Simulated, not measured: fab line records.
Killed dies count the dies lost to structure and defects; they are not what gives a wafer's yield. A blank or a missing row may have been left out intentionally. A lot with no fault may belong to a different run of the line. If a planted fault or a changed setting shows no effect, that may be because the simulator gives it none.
fab line records	flow sky130
[record] lots = 7	wafers = 21	last-day = 50
route steps=708 shown SONOS_ONO@186 GATE_OXIDE@187 POLY_GATE@204 RES_PROTECT@206 PAD_OPEN@708
lots that met no fault: from a run of the same line without faults
start-h: start of the lot's first displayed wafer, in hours after the record's first day	wait-h: hours from the lot's prior step to this one	" same as the row above	L1.1+2: a single row standing in for several wafers	- value missing, or start not given	* or withheld: withheld	< > ~ a bound
route shown NAME@n: a module of which the file shows steps, and the number in the route of the first	usual: mean/standard deviation of fault-free wafers	same: alike in all rows	chamber/n: place in a boat	sites: the reading at each site	_std_site: standard deviation across them	_edge_site: mean of outer sites minus mean of inner sites	radius-mm: for every site, how far away it sits from the centre of the wafer	mask NAME#n: copy n	behind: the tool/chamber that last shaped the wafer	hold: the reason the lot was held/the length of the hold in hours/how it ended	device: the n, p or np transistor that did not switch	end of line: tests of these same wafers at the route's end	where a step has no rows: the recipe by itself	killed: dies that structure and defects cost at the first sort, which is not the same as the wafer's yield	map: a wafer's dies, x killed, . not, _ none there
set.NAME: setting as actually run; set.NAME@STEP: the setting as run at that earlier step	model.NAME: the simulator's own value behind a step, which no gauge read
lots at some steps of the route; a table a step, a row a wafer
services: the hour from which a tool's chamber was out of use, counted from the record's first day as start-h (under 0 if before that day), plus the number of hours and why
[[steps]]
[step SKY_SONOS_ONO_WET_ETCH_18]
[recipe] chemistry = H3PO4	target-depth-nm = 15	target = Si3N4	temp-c = 160	time-s = 172
[step SKY_GATE_OXIDE_CLEAN_00]
[recipe] chemistry = SC1/SC2	mix = 1:4:20	temp-c = 70	time-s = 150	dry = n2-spin
[step SKY_GATE_OXIDE_OXIDATION_01]
[recipe] temp-c = 900	ambient = O2	stabilise-s = 600	purge-s = 300	target-thk-a = 102.68	ox-time-s = 1473
[step SKY_GATE_OXIDE_THK_MEAS_02]
[recipe] reads = SiO2_of_GATE_OXIDE_OXIDATION_01
[usual] GATE_OXIDE_OXIDATION_00_THK = 10.22/0.17
lot.wafer	tool	chamber	start-h	wait-h	GATE_OXIDE_OXIDATION_00_THK[nm]
L504.1	film-metro-04	-	355.13	0.0	10.07
L504.3	"	-	"	"	10.13
L504.5	"	-	"	"	10.19
L505.2	film-metro-03	-	357.81	0.0	10.05
L505.4	"	-	"	"	10.26
L505.6	"	-	"	"	10.13
L506.2	film-metro-04	-	369.12	0.0	10.05
L506.3	"	-	"	"	10.20
L506.5	"	-	"	"	10.22
L508.1	film-metro-03	-	384.44	0.0	10.48
L508.2	"	-	"	"	10.35
L508.6	"	-	"	"	10.30
L515.1	film-metro-03	-	440.71	0.0	10.37
L515.5	"	-	"	"	10.30
L515.6	"	-	"	"	10.21
L516.1	film-metro-03	-	445.04	0.0	10.23
L516.3	"	-	"	"	10.41
L516.4	"	-	"	"	10.23
L517.2	film-metro-03	-	457.50	0.0	10.10
L517.5	"	-	"	"	10.09
L517.6	"	-	"	"	9.94
[step SKY_GATE_OXIDE_DEHYDRATE_03]
[recipe] temp-c = 200	time-s = 60
[step SKY_GATE_OXIDE_HMDS_04]
[recipe] prime-time-s = 60	prime-temp-c = 120
[step SKY_GATE_OXIDE_COAT_05]
[recipe] resist = NOVOLAK	spin-rpm = 3000	resist-thk-nm = 1140
[step SKY_GATE_OXIDE_SOFTBAKE_06]
[recipe] temp-c = 90	time-s = 60	resist = NOVOLAK
[step SKY_GATE_OXIDE_EXPOSE_07]
[recipe] mask-id = LVOM	na = 0.6	source-shape = conventional	sigma-outer = 0.6	polarization = unpolarized	target-cd-nm = 600	dose-mj = 170
[step SKY_GATE_OXIDE_PEB_08]
[recipe] temp-c = withheld	time-s = *	resist = NOVOLAK
[step SKY_GATE_OXIDE_DEVELOP_09]
[recipe] resist = NOVOLAK	developer = TMAH	develop-time-s = 60	dev-temp-c = 23
[step SKY_GATE_OXIDE_OVL_MEAS_10]
[usual] GATE_OXIDE_OVL = -0.8/1.5
lot.wafer	tool	chamber	start-h	wait-h	GATE_OXIDE_OVL[nm]
L504.1	overlay-01	-	383.17	0.1	-1.2
L504.3	"	-	"	"	0.2
L504.5	"	-	"	"	1.1
L505.2	overlay-01	-	387.11	0.1	-3.5
L505.4	"	-	"	"	-1.9
L505.6	"	-	"	"	-2.6
L506.2	overlay-01	-	397.66	0.1	1.6
L506.3	"	-	"	"	1.5
L506.5	"	-	"	"	-0.9
L508.1	overlay-02	-	412.95	0.1	2.0
L508.2	"	-	"	"	0.8
L508.6	"	-	"	"	1.9
L515.1	overlay-01	-	470.84	0.1	-0.5
L515.5	"	-	"	"	-0.4
L515.6	"	-	"	"	0.4
L516.1	overlay-01	-	475.51	0.1	-2.1
L516.3	"	-	"	"	0.4
L516.4	"	-	"	"	-1.6
L517.2	overlay-02	-	487.77	0.1	0.6
L517.5	"	-	"	"	-0.1
L517.6	"	-	"	"	-1.2
[step SKY_GATE_OXIDE_IMPLANT_11]
[recipe] species = B	energy-kev = 10	dose-cm2 = 2.6e+12	tilt-deg = withheld
lot.wafer	tool	chamber	start-h	wait-h
L504.1+3+5	implanter-04	0	383.20	0.0
L505.2+4+6	implanter-03	0	387.16	0.0
L506.2+3+5	implanter-01	0	397.71	0.0
L508.1+2+6	implanter-04	0	412.98	0.0
L515.1+5+6	implanter-04	0	470.88	0.0
L516.1+3+4	implanter-04	0	475.55	0.0
L517.2+5+6	implanter-04	0	487.83	0.0
[step SKY_GATE_OXIDE_WET_ETCH_12]
[recipe] chemistry = dHF	target-depth-nm = 16.8	dry = n2-spin	target = SiO2	dilution = 100:1	temp-c = 25	time-s = 336
[step SKY_GATE_OXIDE_STRIP_13]
[recipe] chemistry = O2/N2	power-w = 1400	pressure-mtorr = 1500	platen-temp-c = withheld	o2-flow-sccm = 3000	n2-flow-sccm = 300	overash-fraction = 0.5
[usual] drypump-motor-current-A = 5.7/0.38	oes-product-au = 0.715/0.0042	strip-time-to-endpoint-s = 14.18/0.033
[same] overash-fraction = 0.5
lot.wafer	tool	chamber	start-h	wait-h	drypump-motor-current-A	oes-product-au	rf-hours-counter-h	strip-time-to-endpoint-s
L504.1	plasma-asher-03	0	383.45	0.0	6.0	0.710	57	14.21
L504.3	"	0	"	"	6.0	0.721	-	14.16
L504.5	"	1	"	"	5.7	0.713	-	14.19
L505.2	plasma-asher-03	0	387.39	0.0	6.0	0.716	57	14.18
L505.4	"	1	"	"	5.7	0.717	-	14.15
L505.6	"	1	"	"	5.7	0.714	-	14.17
L506.2	plasma-asher-04	1	397.94	0.0	5.6	0.716	68	14.20
L506.3	"	1	"	"	5.7	0.722	-	14.22
L506.5	"	1	"	"	5.6	0.716	-	14.21
L508.1	plasma-asher-03	0	413.23	0.0	6.0	0.713	60	14.19
L508.2	"	1	"	"	5.7	0.715	60	14.14
L508.6	"	0	"	"	6.0	0.715	-	14.17
L515.1	plasma-asher-03	0	471.15	0.0	6.0	0.713	64	14.15
L515.5	"	1	"	"	5.7	0.714	-	14.13
L515.6	"	0	"	"	6.0	0.715	-	14.18
L516.1	plasma-asher-03	0	475.80	0.0	5.9	0.721	64	14.19
L516.3	"	1	"	"	5.7	0.714	-	14.19
L516.4	"	0	"	"	5.9	0.723	-	14.20
L517.2	plasma-asher-03	1	488.05	0.0	5.7	0.716	66	14.18
L517.5	"	0	"	"	6.0	0.713	-	14.19
L517.6	"	1	"	"	5.7	0.712	-	14.14
[step SKY_GATE_OXIDE_TW_MEAS_14]
[usual] GATE_OXIDE_TW = 225.2/1.3
lot.wafer	tool	chamber	start-h	wait-h	GATE_OXIDE_TW
L504.1	film-metro-01	-	383.55	0.1	224.5
L504.3	"	-	"	"	224.9
L504.5	"	-	"	"	225.0
L505.2	film-metro-01	-	387.50	0.1	226.1
L505.4	"	-	"	"	226.9
L505.6	"	-	"	"	226.5
L506.2	film-metro-03	-	398.05	0.1	224.9
L506.3	"	-	"	"	224.8
L506.5	"	-	"	"	224.5
L508.1	film-metro-01	-	413.33	0.1	226.4
L508.2	"	-	"	"	225.0
L508.6	"	-	"	"	226.3
L515.1	film-metro-03	-	471.25	0.1	224.9
L515.5	"	-	"	"	224.8
L515.6	"	-	"	"	222.2
L516.1	film-metro-01	-	475.90	0.1	226.0
L516.3	"	-	"	"	224.1
L516.4	"	-	"	"	222.5
L517.2	film-metro-01	-	488.16	0.1	222.5
L517.5	"	-	"	"	225.4
L517.6	"	-	"	"	223.4
[step SKY_GATE_OXIDE_CLEAN_15]
[recipe] chemistry = SC1/SC2	mix = 1:4:20	temp-c = 70	time-s = 150	dry = n2-spin
[step SKY_GATE_OXIDE_OXIDATION_16]
[recipe] temp-c = 800	ambient = O2	idle-temp-c = 700	ramp-up-c-per-min = 10	ramp-down-c-per-min = 3	stabilise-s = 600	purge-s = 300	target-thk-a = 35.7	ox-time-s = 1915
[step SKY_POLY_GATE_CVD_00]
[recipe] material = poly-Si	target-thk-nm = 180	temp-c = 620	time-s = 720	pressure-mtorr = 200
[step SKY_POLY_GATE_THK_MEAS_01]
[recipe] reads = poly-Si_of_POLY_GATE_CVD_00
[usual] POLY_GATE_CVD_00_THK = 178.8/1.8
lot.wafer	tool	chamber	start-h	wait-h	POLY_GATE_CVD_00_THK[nm]
L504.1	film-metro-03	-	388.74	0.1	178.7
L504.3	"	-	"	"	176.4
L504.5	"	-	"	"	178.2
L505.2	film-metro-03	-	392.78	0.0	178.2
L505.4	"	-	"	"	175.8
L505.6	"	-	"	"	178.4
L506.2	film-metro-01	-	401.99	0.0	177.9
L506.3	"	-	"	"	178.1
L506.5	"	-	"	"	178.8
L508.1	film-metro-03	-	419.71	0.0	178.2
L508.2	"	-	"	"	179.2
L508.6	"	-	"	"	179.2
L515.1	film-metro-01	-	474.09	0.0	177.0
L515.5	"	-	"	"	176.7
L515.6	"	-	"	"	177.3
L516.1	film-metro-03	-	478.74	0.0	176.7
L516.3	"	-	"	"	177.3
L516.4	"	-	"	"	176.9
L517.2	film-metro-03	-	491.01	0.0	175.8
L517.5	"	-	"	"	175.9
L517.6	"	-	"	"	174.4
[step SKY_RES_PROTECT_DEHYDRATE_00]
[recipe] temp-c = 200	time-s = 60
[step SKY_RES_PROTECT_HMDS_01]
[recipe] prime-time-s = 60	prime-temp-c = 120
[step SKY_RES_PROTECT_COAT_02]
[recipe] resist = NOVOLAK	spin-rpm = 3000	resist-thk-nm = 1140
[step SKY_RES_PROTECT_SOFTBAKE_03]
[recipe] temp-c = 90	time-s = 60	resist = NOVOLAK
[step SKY_RES_PROTECT_EXPOSE_04]
[recipe] mask-id = RPM	na = 0.6	source-shape = conventional	sigma-outer = 0.6	polarization = unpolarized	target-cd-nm = 1270	dose-mj = 131
[step SKY_RES_PROTECT_PEB_05]
[recipe] temp-c = withheld	time-s = *	resist = NOVOLAK
[step SKY_RES_PROTECT_DEVELOP_06]
[recipe] resist = NOVOLAK	developer = TMAH	develop-time-s = 60	dev-temp-c = 23
[step SKY_POLY_GATE_IMPLANT_02]
[recipe] species = P	energy-kev = 30	dose-cm2 = 7.7e+15	tilt-deg = 0
[step SKY_RES_PROTECT_STRIP_07]
[recipe] chemistry = O2/N2	power-w = 1400	pressure-mtorr = 1500	platen-temp-c = withheld	o2-flow-sccm = 3000	n2-flow-sccm = 300	overash-fraction = 0.5
[usual] drypump-motor-current-A = 5.70/0.17	oes-product-au = 0.518/0.0043	strip-time-to-endpoint-s = 23.32/0.039
[same] overash-fraction = 0.5
lot.wafer	tool	chamber	start-h	wait-h	drypump-motor-current-A	oes-product-au	rf-hours-counter-h	strip-time-to-endpoint-s
L504.1	plasma-asher-03	0	418.20	0.1	5.98	0.517	60	23.32
L504.3	"	1	"	"	5.69	0.517	-	23.32
L504.5	"	0	"	"	5.97	0.516	-	23.29
L505.2	plasma-asher-01	0	422.25	0.1	5.78	0.519	29	23.31
L505.4	"	1	"	"	5.73	0.519	-	23.31
L505.6	"	1	"	"	5.73	0.524	-	23.30
L506.2	plasma-asher-04	1	432.13	0.1	5.64	0.513	71	23.36
L506.3	"	0	"	"	5.30	0.522	-	23.37
L506.5	"	0	"	"	5.30	0.511	-	23.30
L508.1	plasma-asher-04	0	450.20	0.1	5.32	0.518	73	23.29
L508.2	"	1	"	"	5.65	0.518	73	23.31
L508.6	"	1	"	"	5.65	0.521	-	23.35
L515.1	plasma-asher-03	1	505.20	0.1	5.71	0.523	67	23.33
L515.5	"	0	"	"	5.96	0.522	-	23.30
L515.6	"	1	"	"	5.69	0.521	-	23.33
L516.1	plasma-asher-01	0	509.51	0.1	5.76	0.512	39	23.32
L516.3	"	0	"	"	5.77	0.518	-	23.29
L516.4	"	1	"	"	5.73	0.522	-	23.36
L517.2	plasma-asher-03	1	521.50	0.1	5.69	0.519	69	23.37
L517.5	"	1	"	"	5.67	0.512	-	23.35
L517.6	"	0	"	"	5.96	0.518	-	23.34
[step SKY_RES_PROTECT_TW_MEAS_08]
[usual] POLY_GATE_TW = 4046/40
lot.wafer	tool	chamber	start-h	wait-h	POLY_GATE_TW
L504.1	film-metro-01	-	418.30	0.1	4040
L504.3	"	-	"	"	4048
L504.5	"	-	"	"	4049
L505.2	film-metro-01	-	422.36	0.1	4062
L505.4	"	-	"	"	4073
L505.6	"	-	"	"	4081
L506.2	film-metro-01	-	432.24	0.1	4087
L506.3	"	-	"	"	4065
L506.5	"	-	"	"	4077
L508.1	film-metro-01	-	450.30	0.1	4053
L508.2	"	-	"	"	4054
L508.6	"	-	"	"	4063
L515.1	film-metro-04	-	505.30	0.1	4118
L515.5	"	-	"	"	4107
L515.6	"	-	"	"	4100
L516.1	film-metro-04	-	509.61	0.1	4110
L516.3	"	-	"	"	4106
L516.4	"	-	"	"	4098
L517.2	film-metro-04	-	521.61	0.1	4107
L517.5	"	-	"	"	4076
L517.6	"	-	"	"	4113
[step SKY_RES_PROTECT_CLEAN_09]
[recipe] chemistry = SC1/SC2	mix = 1:4:20	temp-c = 70	time-s = 150	dry = n2-spin
[step SKY_POLY_GATE_CVD_03]
[recipe] material = Si3N4	precursor = DCS/NH3	target-thk-nm = 75	temp-c = 770	time-s = 1290	pressure-mtorr = 250
[step SKY_POLY_GATE_THK_MEAS_04]
[recipe] reads = Si3N4_of_POLY_GATE_CVD_03
[usual] POLY_GATE_CVD_03_THK = 75.4/0.69
lot.wafer	tool	chamber	start-h	wait-h	POLY_GATE_CVD_03_THK[nm]
L504.1	film-metro-01	-	419.77	0.0	75.1
L504.3	"	-	"	"	75.4
L504.5	"	-	"	"	75.9
L505.2	film-metro-01	-	425.18	0.0	75.5
L505.4	"	-	"	"	75.7
L505.6	"	-	"	"	75.9
L506.2	film-metro-02	-	433.71	0.0	75.5
L506.3	"	-	"	"	75.7
L506.5	"	-	"	"	75.4
L508.1	film-metro-02	-	451.77	0.0	75.5
L508.2	"	-	"	"	75.4
L508.6	"	-	"	"	75.3
L515.1	film-metro-01	-	506.77	0.0	76.5
L515.5	"	-	"	"	76.2
L515.6	"	-	"	"	76.2
L516.1	film-metro-03	-	511.08	0.0	74.7
L516.3	"	-	"	"	74.9
L516.4	"	-	"	"	74.4
L517.2	film-metro-03	-	523.08	0.0	74.7
L517.5	"	-	"	"	74.9
L517.6	"	-	"	"	74.7
[step SKY_POLY_GATE_DEHYDRATE_05]
[recipe] temp-c = 200	time-s = 60
[step SKY_POLY_GATE_HMDS_06]
[recipe] prime-time-s = 60	prime-temp-c = 120
[step SKY_POLY_GATE_COAT_07]
[recipe] resist = BARC	temp-c = withheld	time-s = withheld	spin-rpm = 3000	resist-thk-nm = 110
[step SKY_POLY_GATE_COAT_08]
[recipe] resist = KrF-thick	spin-rpm = 3000	resist-thk-nm = 450
[step SKY_POLY_GATE_SOFTBAKE_09]
[recipe] temp-c = 100	time-s = 90	resist = KrF-thick
[step SKY_POLY_GATE_EXPOSE_10]
[recipe] mask-id = P1M	na = 0.68	source-shape = conventional	sigma-outer = 0.6	target-cd-nm = 150	dose-mj = 28
[step SKY_POLY_GATE_PEB_11]
[recipe] peb-temp-c = withheld	peb-time-s = withheld	resist = KrF-thick
[step SKY_POLY_GATE_DEVELOP_12]
[recipe] develop-time-s = 60	resist = KrF-thick	dev-temp-c = 21
[step SKY_POLY_GATE_CD_MEAS_13]
[recipe] target-cd-nm = 150
[usual] cd-nm = 149.2/1.6
lot.wafer	tool	chamber	start-h	wait-h	cd-nm
L504.1	cd-sem-01	-	450.58	-	148.1
L504.3	"	-	"	"	148.7
L504.5	"	-	"	"	146.6
L505.2	cd-sem-02	-	455.57	-	147.1
L505.4	"	-	"	"	148.3
L505.6	"	-	"	"	148.5
L506.2	cd-sem-02	-	464.57	-	151.0
L506.3	"	-	"	"	150.9
L506.5	"	-	"	"	150.7
L508.1	cd-sem-02	-	481.88	-	150.1
L508.2	"	-	"	"	149.1
L508.6	"	-	"	"	149.9
L515.1	cd-sem-01	-	536.95	-	149.9
L515.5	"	-	"	"	149.5
L515.6	"	-	"	"	150.2
L516.1	cd-sem-02	-	541.13	-	147.8
L516.3	"	-	"	"	147.6
L516.4	"	-	"	"	147.8
L517.2	cd-sem-01	-	552.45	-	151.2
L517.5	"	-	"	"	150.7
L517.6	"	-	"	"	151.0
[step SKY_PAD_OPEN_PROBE_99]
[usual] killed_at_M0_to_M3 = 43/7.1	killed_at_M4_up = 3.3/2	killed-at-contacts = 24/5.1	killed-at-front-end = 15/4.6	killed-at-other = 0.3/0.6	killed-dies = 86/9.6	killed-on-rim = 17/3.8	killed-open = 46/7.3	killed-short = 39/6.7
[same] gross-dies = 492	killed-at-back-side = 0
lot.wafer	tool	chamber	start-h	wait-h	killed_at_M0_to_M3	killed_at_M4_up	killed-at-contacts	killed-at-front-end	killed-at-other	killed-dies	killed-on-rim	killed-open	killed-short	model.etest.tip-p.rs-ohm-sq-range	model.etest.nfet_01v8.drive-ua-um-range	model.etest.pfet_01v8.drive-ua-um-range	model.etest.pfet_01v8_lvt.vt-v-range	model.etest.pfet_01v8.vt-v-range	model.etest.nfet_01v8.vt-v-range
L504.1	prober-01	-	1136.40	0.1	40	0	30	15	1	86	22	50	36	242.3	8.503	4.549	0.0269	0.006183	0.007881
L504.3	prober-01	-	1136.50	0.2	43	3	29	16	0	91	21	48	43	176.5	7.544	5.812	0.02571	0.01024	0.006314
L504.5	prober-01	-	1136.60	0.2	42	4	32	13	0	91	14	48	43	196.7	7.237	6.933	0.03128	0.01116	0.004957
L505.2	prober-02	-	1137.95	0.1	34	3	25	15	0	77	16	41	36	183.4	5.915	7.3	0.02319	0.01096	0.00759
L505.4	prober-02	-	1138.05	0.2	44	5	22	17	0	88	21	48	40	145.3	16.64	7.276	0.01712	0.01251	0.01458
L505.6	prober-02	-	1138.15	0.2	45	2	24	15	0	86	16	47	39	265.2	8.405	6.031	0.01178	0.0102	0.008811
L506.2	prober-01	-	1142.70	0.1	48	4	22	16	1	91	20	56	34	133.6	8.156	7.913	0.02048	0.01158	0.0107
L506.3	prober-01	-	1142.75	0.2	44	3	16	13	2	78	15	30	47	252.9	12.39	4.767	0.02456	0.009859	0.008519
L506.5	prober-01	-	1142.85	0.2	42	9	18	19	0	88	19	50	38	119.3	7.628	5.273	0.02357	0.01562	0.01061
L508.1	prober-01	-	1153.71	0.1	55	1	23	21	0	100	22	65	35	146	6.494	6.44	0.02631	0.02042	0.009358
L508.2	prober-01	-	1153.76	0.1	40	3	37	16	0	96	20	54	42	145.5	7.301	9.902	0.03235	0.01576	0.008296
L508.6	prober-01	-	1153.96	0.2	41	6	31	10	1	89	18	51	38	196.8	7.517	7.691	0.03557	0.01432	0.01209
L515.1	prober-02	-	1182.88	0.1	52	3	26	11	0	92	21	39	52	186.3	13.15	7.081	0.02178	0.01214	0.01364
L515.5	prober-02	-	1183.08	0.2	31	3	26	13	1	74	22	37	36	164.3	12.94	5.435	0.02508	0.009961	0.01302
L515.6	prober-02	-	1183.13	0.2	54	0	18	16	1	89	13	40	47	604.6	52.31	38.61	0.4657	0.1763	0.05426
L516.1	prober-01	-	1186.84	0.1	36	2	26	19	0	83	14	41	41	136.6	9.036	7.888	0.01213	0.01265	0.01108
L516.3	prober-01	-	1186.94	0.2	43	6	23	16	0	88	21	48	40	129.3	9.855	4.999	0.0206	0.01687	0.01178
L516.4	prober-01	-	1186.99	0.2	43	2	24	18	0	87	18	40	47	578.9	54.72	41.69	0.4745	0.1843	0.06806
L517.2	prober-02	-	1193.98	0.1	45	5	28	11	0	89	18	37	52	614.5	49.97	37.04	0.4669	0.1739	0.05392
L517.5	prober-02	-	1194.13	0.2	38	2	16	25	0	81	17	37	44	172.2	6.539	4.613	0.01483	0.006573	0.01381
L517.6	prober-02	-	1194.18	0.2	42	4	20	12	1	79	16	36	43	600.5	51.5	37.65	0.4704	0.1828	0.06086
// killed by level:class
L504.1 CONTACT:geometric-particle:open=9 VIA2:geometric-particle:open=8 LI_CONTACT:geometric-particle:open=7 LOCAL_INTERCONNECT:geometric-particle:short=7 VIA3:geometric-particle:open=6 VIA1:geometric-particle:open=6 FIELD_ISO:geometric-particle:open=5 METAL2:geometric-particle:short=5
L504.3 CONTACT:geometric-particle:open=15 VIA3:geometric-particle:open=8 LOCAL_INTERCONNECT:geometric-particle:short=7 VIA1:geometric-particle:open=6 METAL3:geometric-particle:short=6 POLY_GATE:geometric-particle:open=5 VIA2:geometric-particle:short=5 POLY_GATE:geometric-particle:short=4
L504.5 CONTACT:geometric-particle:open=14 VIA1:geometric-particle:open=9 LI_CONTACT:geometric-particle:open=7 METAL1:geometric-particle:short=6 VIA3:geometric-particle:short=6 LI_CONTACT:geometric-particle:short=6 FIELD_ISO:geometric-particle:open=5 METAL2:geometric-particle:short=5
L505.2 LI_CONTACT:geometric-particle:open=11 VIA1:geometric-particle:open=10 FIELD_ISO:geometric-particle:open=5 LOCAL_INTERCONNECT:geometric-particle:short=5 POLY_GATE:geometric-particle:short=4 LI_CONTACT:geometric-particle:short=4 METAL1:geometric-particle:short=4 VIA1:geometric-particle:short=4
L505.4 VIA1:geometric-particle:open=10 METAL1:geometric-particle:short=9 LI_CONTACT:geometric-particle:open=8 CONTACT:geometric-particle:open=7 VIA3:geometric-particle:open=6 VIA2:geometric-particle:open=5 SPACER:geometric-particle:open=4 VIA2:geometric-particle:short=4
L505.6 VIA1:geometric-particle:open=12 CONTACT:geometric-particle:short=7 LI_CONTACT:geometric-particle:open=6 METAL1:geometric-particle:short=6 VIA2:geometric-particle:open=6 VIA3:geometric-particle:open=6 POLY_GATE:geometric-particle:open=5 CONTACT:geometric-particle:open=5
L506.2 VIA1:geometric-particle:open=12 LI_CONTACT:geometric-particle:open=9 VIA2:geometric-particle:open=9 VIA3:geometric-particle:open=7 POLY_GATE:geometric-particle:open=6 CONTACT:geometric-particle:open=5 VIA2:geometric-particle:short=5 VIA3:geometric-particle:short=5
L506.3 VIA1:geometric-particle:open=10 VIA1:geometric-particle:short=10 METAL2:geometric-particle:short=9 LOCAL_INTERCONNECT:geometric-particle:short=7 POLY_GATE:geometric-particle:short=4 VIA3:geometric-particle:open=4 POLY_GATE:geometric-particle:open=3 VIA2:geometric-particle:open=3
L506.5 CONTACT:geometric-particle:open=11 VIA1:geometric-particle:open=11 METAL1:geometric-particle:open=6 POLY_GATE:geometric-particle:open=6 METAL2:geometric-particle:short=6 METAL4:geometric-particle:short=6 VIA1:geometric-particle:short=5 VIA3:geometric-particle:open=4
L508.1 VIA1:geometric-particle:open=11 VIA2:geometric-particle:open=10 LI_CONTACT:geometric-particle:open=9 VIA3:geometric-particle:open=8 METAL1:geometric-particle:short=8 LOCAL_INTERCONNECT:geometric-particle:short=5 CONTACT:geometric-particle:open=5 FIELD_ISO:geometric-particle:short=4
L508.2 LI_CONTACT:geometric-particle:open=11 CONTACT:geometric-particle:open=11 LOCAL_INTERCONNECT:geometric-particle:short=8 VIA1:geometric-particle:open=7 VIA3:geometric-particle:open=7 METAL1:geometric-particle:short=5 VIA1:geometric-particle:short=5 FIELD_ISO:geometric-particle:short=4
L508.6 VIA1:geometric-particle:open=11 LI_CONTACT:geometric-particle:open=10 CONTACT:geometric-particle:open=9 VIA2:geometric-particle:open=8 LI_CONTACT:geometric-particle:short=4 LOCAL_INTERCONNECT:geometric-particle:short=4 CONTACT:geometric-particle:short=4 METAL1:geometric-particle:short=4
L515.1 VIA1:geometric-particle:short=14 METAL1:geometric-particle:short=10 CONTACT:geometric-particle:open=10 VIA1:geometric-particle:open=8 LOCAL_INTERCONNECT:geometric-particle:short=7 POLY_GATE:geometric-particle:short=6 VIA3:geometric-particle:open=5 METAL2:geometric-particle:short=5
L515.5 LI_CONTACT:geometric-particle:open=8 VIA1:geometric-particle:open=8 CONTACT:geometric-particle:open=7 METAL1:geometric-particle:short=7 LI_CONTACT:geometric-particle:short=4 CONTACT:geometric-particle:short=4 VIA2:geometric-particle:short=4 SPACER:geometric-particle:open=3
L515.6 METAL1:geometric-particle:short=13 VIA1:geometric-particle:open=9 CONTACT:geometric-particle:open=6 VIA1:geometric-particle:short=6 VIA3:geometric-particle:open=6 LI_CONTACT:geometric-particle:open=5 FIELD_ISO:geometric-particle:short=4 VIA2:geometric-particle:open=4
L516.1 VIA1:geometric-particle:open=14 CONTACT:geometric-particle:short=10 POLY_GATE:geometric-particle:short=6 CONTACT:geometric-particle:open=6 VIA2:geometric-particle:open=5 POLY_GATE:geometric-particle:open=4 LI_CONTACT:geometric-particle:open=4 LOCAL_INTERCONNECT:geometric-particle:short=4
L516.3 VIA1:geometric-particle:open=14 CONTACT:geometric-particle:open=8 LOCAL_INTERCONNECT:geometric-particle:short=7 VIA1:geometric-particle:short=6 METAL4:geometric-particle:short=5 FIELD_ISO:geometric-particle:short=4 FIELD_ISO:geometric-particle:open=4 VIA2:geometric-particle:open=4
L516.4 VIA1:geometric-particle:open=10 POLY_GATE:geometric-particle:short=9 METAL2:geometric-particle:short=8 CONTACT:geometric-particle:open=7 LI_CONTACT:geometric-particle:open=6 LOCAL_INTERCONNECT:geometric-particle:short=5 VIA1:geometric-particle:short=5 VIA2:geometric-particle:open=5
L517.2 CONTACT:geometric-particle:short=9 VIA1:geometric-particle:open=9 METAL1:geometric-particle:short=8 LI_CONTACT:geometric-particle:open=7 POLY_GATE:geometric-particle:short=6 METAL2:geometric-particle:short=6 METAL3:geometric-particle:short=6 VIA3:geometric-particle:open=6
L517.5 POLY_GATE:geometric-particle:short=7 LOCAL_INTERCONNECT:geometric-particle:short=6 METAL1:geometric-particle:short=6 METAL2:geometric-particle:short=6 POLY_GATE:geometric-particle:open=5 CONTACT:geometric-particle:open=5 VIA3:geometric-particle:open=5 FIELD_ISO:geometric-particle:open=4
L517.6 METAL2:geometric-particle:short=8 METAL1:geometric-particle:short=7 VIA1:geometric-particle:open=7 FIELD_ISO:geometric-particle:open=5 LOCAL_INTERCONNECT:geometric-particle:short=5 CONTACT:geometric-particle:open=5 METAL3:geometric-particle:short=5 VIA2:geometric-particle:open=4
[[services]]
tool	chamber	start-h	hours	kind
plasma-asher-04	-	362.06	2.8	pm
implanter-03	-	367.53	4.3	pm
implanter-01	-	385.17	5.3	repair
implanter-01	-	399.32	5.3	repair
plasma-asher-04	-	440.75	2.3	repair
plasma-asher-03	-	448.86	15.6	pm
implanter-01	-	457.51	13.6	pm
implanter-04	-	500.14	1.8	repair
[[key]]
[first-sign] step = SKY_GATE_OXIDE_TW_MEAS_14	reading = GATE_OXIDE_TW	direction = down	sigmas = 2	usual = 225.2	struck = 222.6
effect none on later readings
[model-effect] step = SKY_PAD_OPEN_PROBE_99	value = etest.tip-p.rs-ohm-sq-range	without = 186.3	struck = 599.6
met-at SKY_GATE_OXIDE_IMPLANT_11
struck-wafers L515.6,L516.4,L517.2,L517.6
tester-left-out L515,L516,L517
onset-between 412.98 470.88
[fault] kind = process-parameter-drift	tool = implanter-04	chamber = -	onset-h = 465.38	steps = SKY_GATE_OXIDE_IMPLANT_11	channel = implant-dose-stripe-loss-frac	offset = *	shape = step	end-h = 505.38	scope = struck-wafers-only
// tester-left-out: of these lots the tester's yield and bins aren't shown, on N5 and GAA mostly nor the transistor test; their killed dies are dies lost to structure and defects alone, not to doping, threshold or leakage, so they don't give the yield
